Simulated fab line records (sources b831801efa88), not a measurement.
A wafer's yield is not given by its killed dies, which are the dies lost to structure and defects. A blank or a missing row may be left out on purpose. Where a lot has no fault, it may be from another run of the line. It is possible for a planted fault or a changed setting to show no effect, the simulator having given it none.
Commonality check across tools / flow sky130 / 12 lots and 36 wafers in the sample

== WHAT PROMPTED THE OPENING ==
SKY_LDD_LDN_OVL_MEAS_07, reading LDD_LDN_OVL: flagged on 4 of 12 lots. No-fault wafers: -0.5 nm, standard deviation 1.2.
Rule: a lot is flagged when every wafer of it that has a number lies more than 4 standard deviations from that mean, or none has a number. The other lots count as sound.

lot=L994; measured=day 23 08:13; on=overlay-01; LDD_LDN_OVL (nm), wafer by wafer=-2.3 -0.5 -1.6; flag=
lot=L996; measured=day 24 04:17; on=overlay-01; LDD_LDN_OVL (nm), wafer by wafer=-0.4 -1.3 -0.5; flag=
lot=L997; measured=day 24 08:20; on=overlay-02; LDD_LDN_OVL (nm), wafer by wafer=-2.3 -1.2 -1.0; flag=
lot=L999; measured=day 25 03:23; on=overlay-01; LDD_LDN_OVL (nm), wafer by wafer=0.3 0.6 1.3; flag=
lot=L102; measured=day 26 09:16; on=overlay-02; LDD_LDN_OVL (nm), wafer by wafer=0.5 0.2 -0.2; flag=
lot=L103; measured=day 27 00:40; on=overlay-02; LDD_LDN_OVL (nm), wafer by wafer=112.1 112.9 112.9; flag=FLAGGED
lot=L104; measured=day 27 04:07; on=overlay-01; LDD_LDN_OVL (nm), wafer by wafer=112.7 113.9 112.8; flag=FLAGGED
lot=L108; measured=day 28 09:02; on=overlay-02; LDD_LDN_OVL (nm), wafer by wafer=113.8 113.5 113.3; flag=FLAGGED
lot=L110; measured=day 29 03:04; on=overlay-01; LDD_LDN_OVL (nm), wafer by wafer=113.6 112.8 113.1; flag=FLAGGED
lot=L112; measured=day 29 22:59; on=overlay-01; LDD_LDN_OVL (nm), wafer by wafer=0.1 -0.1 -0.2; flag=
lot=L113; measured=day 30 07:10; on=overlay-01; LDD_LDN_OVL (nm), wafer by wafer=-0.9 -0.3 -0.6; flag=
lot=L115; measured=day 30 13:50; on=overlay-01; LDD_LDN_OVL (nm), wafer by wafer=-0.9 -1.0 -0.9; flag=
The mean of the flagged lots' numbers is 113.1 nm, +113.6 nm from the usual (+95 standard deviations).

== WHICH TOOL RAN EACH LOT ==
The record holds 2 process steps before the reading, out of a route of 708 steps. Each cell gives the tool, then ch followed by the chambers the sampled wafers passed through, then the start.
lot=L994; flag=; SKY_LDD_P_STRIP_10=plasma asher-01 ch 0,1, day 19 12:02; SKY_LDD_LDN_EXPOSE_04=iline stepper-02 ch 0, day 22 17:19
lot=L996; flag=; SKY_LDD_P_STRIP_10=plasma asher-03 ch 0,1, day 20 09:34; SKY_LDD_LDN_EXPOSE_04=iline stepper-01 ch 0, day 23 13:59
lot=L997; flag=; SKY_LDD_P_STRIP_10=plasma asher-02 ch 0,1, day 20 13:01; SKY_LDD_LDN_EXPOSE_04=iline stepper-02 ch 0, day 23 18:22
lot=L999; flag=; SKY_LDD_P_STRIP_10=plasma asher-02 ch 0,1, day 21 08:02; SKY_LDD_LDN_EXPOSE_04=iline stepper-02 ch 0, day 24 13:00
lot=L102; flag=; SKY_LDD_P_STRIP_10=plasma asher-01 ch 0,1, day 22 15:25; SKY_LDD_LDN_EXPOSE_04=iline stepper-02 ch 0, day 25 18:03
lot=L103; flag=FLAGGED; SKY_LDD_P_STRIP_10=plasma asher-03 ch 0,1, day 23 08:13; SKY_LDD_LDN_EXPOSE_04=iline stepper-02 ch 0, day 26 11:04
lot=L104; flag=FLAGGED; SKY_LDD_P_STRIP_10=plasma asher-03 ch 0,1, day 23 11:34; SKY_LDD_LDN_EXPOSE_04=iline stepper-02 ch 0, day 26 13:45
lot=L108; flag=FLAGGED; SKY_LDD_P_STRIP_10=plasma asher-02 ch 0,1, day 24 17:28; SKY_LDD_LDN_EXPOSE_04=iline stepper-02 ch 0, day 27 19:04
lot=L110; flag=FLAGGED; SKY_LDD_P_STRIP_10=plasma asher-02 ch 0,1, day 25 12:13; SKY_LDD_LDN_EXPOSE_04=iline stepper-02 ch 0, day 28 12:44
lot=L112; flag=; SKY_LDD_P_STRIP_10=plasma asher-02 ch 0,1, day 26 08:07; SKY_LDD_LDN_EXPOSE_04=iline stepper-01 ch 0, day 29 08:04
lot=L113; flag=; SKY_LDD_P_STRIP_10=plasma asher-02 ch 0,1, day 26 16:38; SKY_LDD_LDN_EXPOSE_04=iline stepper-01 ch 0, day 29 16:25
lot=L115; flag=; SKY_LDD_P_STRIP_10=plasma asher-02 ch 0,1, day 27 00:59; SKY_LDD_LDN_EXPOSE_04=iline stepper-01 ch 0, day 30 00:35
These steps, and what they do:
- SKY_LDD_P_STRIP_10: strips in O2/N2.
- SKY_LDD_LDN_EXPOSE_04: exposes mask LDNTM, target cd 700 nm.
- SKY_LDD_LDN_OVL_MEAS_07

== FLAGGED OVER TOTAL, TOOL BY TOOL (the gauges that took the reading come last) ==
step=SKY_LDD_P_STRIP_10; tool=plasma asher-01; lots run=2; flagged=0; share of the flagged lots=none; sound lots run after its first flagged lot=-
step=SKY_LDD_P_STRIP_10; tool=plasma asher-02; lots run=7; flagged=2; share of the flagged lots=some; sound lots run after its first flagged lot=3 (L112,L113,L115)
step=SKY_LDD_P_STRIP_10; tool=plasma asher-03; lots run=3; flagged=2; share of the flagged lots=some; sound lots run after its first flagged lot=0
step=SKY_LDD_LDN_EXPOSE_04; tool=iline stepper-01; lots run=4; flagged=0; share of the flagged lots=none; sound lots run after its first flagged lot=-
step=SKY_LDD_LDN_EXPOSE_04; tool=iline stepper-02; lots run=8; flagged=4; share of the flagged lots=all; sound lots run after its first flagged lot=0
step=SKY_LDD_LDN_OVL_MEAS_07; tool=overlay-01; lots run=8; flagged=2; share of the flagged lots=some; sound lots run after its first flagged lot=3 (L112,L113,L115)
step=SKY_LDD_LDN_OVL_MEAS_07; tool=overlay-02; lots run=4; flagged=2; share of the flagged lots=some; sound lots run after its first flagged lot=0

== WHAT THE TABLE ALLOWS ==
In the table, 1 row covers all flagged lots: iline stepper-02 at SKY_LDD_LDN_EXPOSE_04.
- iline stepper-02 at SKY_LDD_LDN_EXPOSE_04: 4 of its 8 lots flagged. Last sound lot L102 at day 25 18:03, first flagged lot L103 at day 26 11:04; a fault beginning in between fits.
iline stepper-02 at SKY_LDD_LDN_EXPOSE_04 is the single tool remaining.

== WHAT HAD BEEN PUT IN BY THE SIMULATOR ==
Scanner matching overlay: iline stepper-02, from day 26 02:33 on, at SKY_LDD_LDN_EXPOSE_04. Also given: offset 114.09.
Struck lots among those shown: L103, L104, L108, L110. The rule above found the same.
